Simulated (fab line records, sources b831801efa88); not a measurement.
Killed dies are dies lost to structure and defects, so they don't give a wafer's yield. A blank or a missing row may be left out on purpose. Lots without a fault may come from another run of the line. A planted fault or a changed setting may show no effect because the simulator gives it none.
Problem report in the 8D (eight disciplines) form, filled by code | flow gf180mcu | the parts of the form that need people (team, actions taken, sign-off) are left out

1. THE PROBLEM
HV_LDD_RS at GF_HV_LDD_RS_MEAS_53 reads a mean of 434.3 ohm/sq on 3 wafers of 1 lot; wafers without a fault read 418.4 ohm/sq with a standard deviation of 1.1. That is +14 standard deviations from the usual mean.
The step: measures by four-point-probe.
First seen on wafer L816.2, day 17 00:28, on film_metro-03. The record holds 39 wafers of 13 lots with a number at this step. Rule for "out", or "out of limits": more than 4 standard deviations from the usual mean. The other wafers with a number count as sound.

2. WHAT IT IS AND WHAT IT IS NOT
question                    | is                     | is not
which readings at this step | HV_LDD_RS              | -
which lots                  | L816                   | L803, L804, L805, L806, L808, L809, L810, L811, L812, L821, L822, L825
which wafers of those lots  | all that have a number | -
read on which gauges        | film_metro-03          | film_metro-01, film_metro-04
when                        | from day 17 00:28      | up to then (27 sound wafers); but 9 sound wafers of L821, L822, L825 came after

3. SUSPECTS, AND WHAT RULES EACH OUT
Counting: a tool at a process step up to the reading stays a suspect if it ran every lot that is out and no sound lot after the first of them.
- the gauge at GF_HV_LDD_RS_MEAS_53: kept. All the wafers that are out were read on film_metro-03, and no step on other tools shows them out.
- plasma_asher-04 at GF_DUAL_GATE_STRIP_13 (strips in O2/N2): ruled out as a lasting fault. Sound lots L822 ran on it after its first lot that is out, L816 (day 12 08:53).
- implanter-04 at GF_HV_LDD_IMPLANT_09: kept. It ran the lot that is out, L816 (day 14 05:53), and no sound lot after that; its last sound lot up to then is L810 (day 12 12:48).
Left after counting: implanter-04 at GF_HV_LDD_IMPLANT_09, film_metro-03 at GF_HV_LDD_RS_MEAS_53.

4. THE CAUSE (what the simulator had put in)
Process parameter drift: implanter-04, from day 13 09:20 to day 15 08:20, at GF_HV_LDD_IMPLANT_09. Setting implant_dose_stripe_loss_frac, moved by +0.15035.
Counting left 2 suspects, and this tool is among them.

5. THE CHAIN OF EFFECTS, in route order
Each row: a reading whose mean over the struck wafers that have a number lies more than 3 standard deviations from the usual. Only readings for which the record gives a usual standard deviation are gone through. hours: the time from each lot's start at the first step in this table that gives one to its start at this step, as a median over the lots. sigmas: the change in usual standard deviations.
hours | step                 | reading   | usual        | on struck wafers | change | sigmas
0     | GF_HV_LDD_RS_MEAS_53 | HV_LDD_RS | 418.4 ohm/sq | 434.3            | +15.9  | +14
Later measuring or inspecting steps at which every struck wafer that the step has a row for has a number for every such reading, and none has moved that far: GF_NSD_TW_MEAS_12.

6. WHAT WOULD HAVE CAUGHT IT SOONER
In this record the first reading out of limits at a measuring or inspecting step was taken at day 17 00:28, 87 hours after the fault began at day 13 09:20.
Of the tool readings at GF_HV_LDD_IMPLANT_09 for which the record gives a usual standard deviation, none was out on any struck wafer, so an alarm limit of 4 standard deviations on them would not have fired.
All the lots that are out (1) had begun GF_HV_LDD_IMPLANT_09 on implanter-04 by day 17 00:28. A hold on the tool at that time would have spared none of them.
